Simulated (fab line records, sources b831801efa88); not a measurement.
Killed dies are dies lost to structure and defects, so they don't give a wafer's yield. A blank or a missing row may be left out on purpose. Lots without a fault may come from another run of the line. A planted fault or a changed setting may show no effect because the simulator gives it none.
A struck lot beside a sound one | flow gf180mcu | 18 steps out of a route of 602
Sound: wafers L471.1, L471.3, L471.5. Struck: wafers L483.1, L483.2, L483.6. The cause comes at the end.
At each step with rows: each side's tool, then ch and its chambers, then its first start. Under that, the readings that differ: sound wafers | struck wafers | difference of the means | sigmas: that difference in standard deviations of wafers without a fault.
alike: readings whose means differ by less than 2 such deviations, and words and numbers that are the same on both sides. not compared: withheld readings, readings that some wafer has no value for, bounds like >300 that may hide the same value, and numbers for which the record gives no deviation and whose values overlap.
The two part at a step that has a row with sigmas, a row that says differs or no value, or rows on one side only. Numbers that don't overlap but have no deviation are shown without sigmas and don't part them. A reading that every wafer of one side lacks parts them only if that side has two wafers or more.

GF_V2_ETCH_17: etches SiO2 in C4F8/O2/Ar, stops on TiN, target depth 630 nm.
  sound on rie_diel-04 ch 1,3; struck on rie_diel-01 ch 2,3
  alike: oes_product_au
then, 3 steps without rows for these wafers: GF_V2_STRIP_18 (strips in O2/N2); GF_V2_STRIP_19 (strips in post etch residue remover, time 1200 s); GF_V2_CLEAN_20 (cleans in DIW).
GF_V2_SPUTTER_21: material Ti, target thk 15 nm, time 80.02 s.
  sound on pvd_sputter-04, day 22 08:40; struck on pvd_sputter-03, day 26 06:42
  alike: cathode_dc_power_W, chamber_pressure_pa, throttle_valve_pct
GF_V2_SPUTTER_22: material TiN, target thk 10 nm, time 40 s.
  sound on pvd_sputter-04, day 22 08:43; struck on pvd_sputter-03, day 26 06:46
  alike: cathode_dc_power_W, chamber_pressure_pa, throttle_valve_pct
then, 1 step without rows for these wafers: GF_V2_CVD_23 (deposits W, target thk 350 nm, time 104.94 s).
GF_V2_RS_MEAS_24: measures by four-point-probe.
  sound on film_metro-01, day 22 08:52; struck on film_metro-04, day 26 06:55
  alike: V2_W_RS
GF_V2_THK_MEAS_25: measures by xrf.
  sound on film_metro-01, day 22 08:59; struck on film_metro-04, day 26 07:02
  reading       | sound       | struck      | difference | sigmas
  V2_W_THK (nm) | 368 367 371 | 354 349 348 | -18        | -2
then, 2 steps without rows for these wafers: GF_V2_CMP_26 (polishes, stops on SiO2, t overpolish 15 s, target thk 0 nm); GF_M3_SPUTTER_00 (material Ti, target thk 37.5 nm, time 150 s).
GF_M3_SPUTTER_01: material TiN, target thk 30 nm, time 25 s.
  sound on pvd_sputter-03, day 22 09:35; struck on pvd_sputter-01, day 26 07:30
  alike: cathode_dc_power_W, chamber_pressure_pa, throttle_valve_pct
GF_M3_SPUTTER_02: material AlCu, target thk 450 nm, time 23.9 s.
  sound on pvd_sputter-03, day 22 09:37; struck on pvd_sputter-01, day 26 07:32
  no value came back on the struck wafers for cathode_dc_power_W (W), chamber_pressure_pa (Pa), throttle_valve_pct (%); on the sound wafers cathode_dc_power_W (W) reads 10601 10602 10598
GF_M3_SPUTTER_03: material Ti, target thk 10 nm, time 6.7 s.
  sound on pvd_sputter-03, day 22 09:38; struck on pvd_sputter-01, day 26 07:34
  alike: cathode_dc_power_W, chamber_pressure_pa, throttle_valve_pct
then, 1 step without rows for these wafers: GF_M3_SPUTTER_04 (material TiN, target thk 50 nm, time 41.7 s).
GF_M3_RS_MEAS_05: measures by four-point-probe.
  sound on film_metro-01, day 22 09:42; struck on film_metro-03, day 26 07:37
  reading             | sound                | struck               | difference | sigmas
  M3_ALCU_RS (ohm/sq) | 0.0689 0.0687 0.0692 | 7.1014 7.1557 7.1661 | +7.0721    | +99 or more
GF_M3_THK_MEAS_06: measures by xrf.
  sound on film_metro-01, day 22 09:49; struck on film_metro-03, day 26 07:44
  reading          | sound       | struck   | difference | sigmas
  M3_ALCU_THK (nm) | 460 461 456 | <0 <0 <0 | differs    |
then, 1 step without rows for these wafers: GF_M3_DEHYDRATE_07 (time 60 s).

WHERE THEY PART
First at GF_V2_THK_MEAS_25; last, within this record, at GF_M3_THK_MEAS_06.

WHY: what the simulator had put in
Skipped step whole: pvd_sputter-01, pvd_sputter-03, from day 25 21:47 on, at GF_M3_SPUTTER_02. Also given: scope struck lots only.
